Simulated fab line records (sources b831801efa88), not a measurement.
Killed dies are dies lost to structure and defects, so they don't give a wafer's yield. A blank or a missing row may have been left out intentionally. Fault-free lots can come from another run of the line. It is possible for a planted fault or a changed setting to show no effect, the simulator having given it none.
A lot that was struck, set against a sound lot    flow sky130    21 out of 708 route steps
Sound: these wafers, L195.1, L195.4, L195.5. Struck: wafers L203.2, L203.6 (left out: L203.4, a lot-mate that was not struck); the cause follows at the end.
For every step that has rows: the tool of each side, followed by ch and its chambers, followed by its first start. Under that, the readings that differ: sound wafers    struck wafers    difference of the means    sigmas: that difference in standard deviations of wafers without a fault.
alike: readings with means less than 2 such deviations apart, plus words and numbers identical on both sides. not compared: withheld readings, readings lacking a value on some wafer, bounds such as >300 that could conceal the same value, and numbers that have no deviation in the record and whose values overlap.
A row with sigmas, a row that says differs or no value, or rows on one side alone: a step with any of these is where the two part. Non-overlapping numbers with no deviation appear without sigmas and do not part them. Lack of a reading on every wafer of one side parts them only where that side has two or more wafers.

first, 8 steps without rows for these wafers: SKY_DNWELL_DEHYDRATE_00 (time 60 s); SKY_DNWELL_HMDS_01 (prime time 60 s); SKY_DNWELL_COAT_02 (resist thk 3000 nm); SKY_DNWELL_SOFTBAKE_03; SKY_DNWELL_EXPOSE_04 (exposes mask DNM, target cd 3000 nm); SKY_DNWELL_PEB_05; SKY_DNWELL_DEVELOP_06 (develop time 60 s); SKY_DNWELL_IMPLANT_07.
SKY_DNWELL_STRIP_08: strips in O2/N2.
  sound on plasmaAsher-02 ch 0,1, day 3 11:15; struck on plasmaAsher-02 ch 0,1, day 4 20:39
  alike: drypumpMotorCurrentA, oesProductAu, stripTimeToEndpointS
  not compared: rfHoursCounterH
SKY_DNWELL_TW_MEAS_09:
  struck on filmMetro-04, day 4 20:46; sound on filmMetro-01, day 3 11:21
  alike: DNWELL_TW
then, 2 steps without rows for these wafers: SKY_PWDE_DEHYDRATE_00 (time 60 s); SKY_PWDE_HMDS_01 (prime time 60 s).
SKY_PWDE_COAT_02: resist thk 3000 nm.
  sound on lithoTrack-04 ch 0, day 3 18:09; struck on lithoTrack-04 ch 0, day 5 04:38
reading                                sound           struck     difference  sigmas
model.coat_of_PWDE_COAT_02.thkNm (nm)  2995 2992 2985  1108 1110  -1882       
then, 3 steps without rows for these wafers: SKY_PWDE_SOFTBAKE_03; SKY_PWDE_EXPOSE_04 (exposes mask PWDEM, target cd 840 nm); SKY_PWDE_PEB_05.
SKY_PWDE_DEVELOP_06: develop time 60 s.
  sound: lithoTrack-04 ch 0; struck: lithoTrack-03 ch 0
reading                                sound           struck     difference  sigmas
model.coat_of_PWDE_COAT_02.thkNm (nm)  2991 2988 2980  1104 1106  -1881       
SKY_PWDE_OVL_MEAS_07:
  struck on overlay-01, day 5 13:35; sound on overlay-01, day 4 02:45
  alike: PWDE_OVL
following that, these wafers have no rows for 1 step: SKY_PWDE_IMPLANT_08.
SKY_PWDE_STRIP_09: strips in O2/N2.
  sound on plasmaAsher-02 ch 0,1, day 4 02:56; struck on plasmaAsher-04 ch 0, day 5 13:46
reading                   sound              struck       difference  sigmas
stripTimeToEndpointS (s)  36.85 36.84 36.72  14.77 14.79  -22.02      -99 or more
  alike: drypumpMotorCurrentA, oesProductAu
  not compared: rfHoursCounterH
SKY_PWDE_TW_MEAS_10:
  struck on filmMetro-01, day 5 13:52; sound on filmMetro-02, day 4 03:02
  alike: PWDE_TW

## WHERE THEY PART
Only at SKY_PWDE_STRIP_09, as far as this record shows. Later steps at which nothing parts them and some readings are alike: SKY_PWDE_TW_MEAS_10.

WHY: what had been put in by the simulator
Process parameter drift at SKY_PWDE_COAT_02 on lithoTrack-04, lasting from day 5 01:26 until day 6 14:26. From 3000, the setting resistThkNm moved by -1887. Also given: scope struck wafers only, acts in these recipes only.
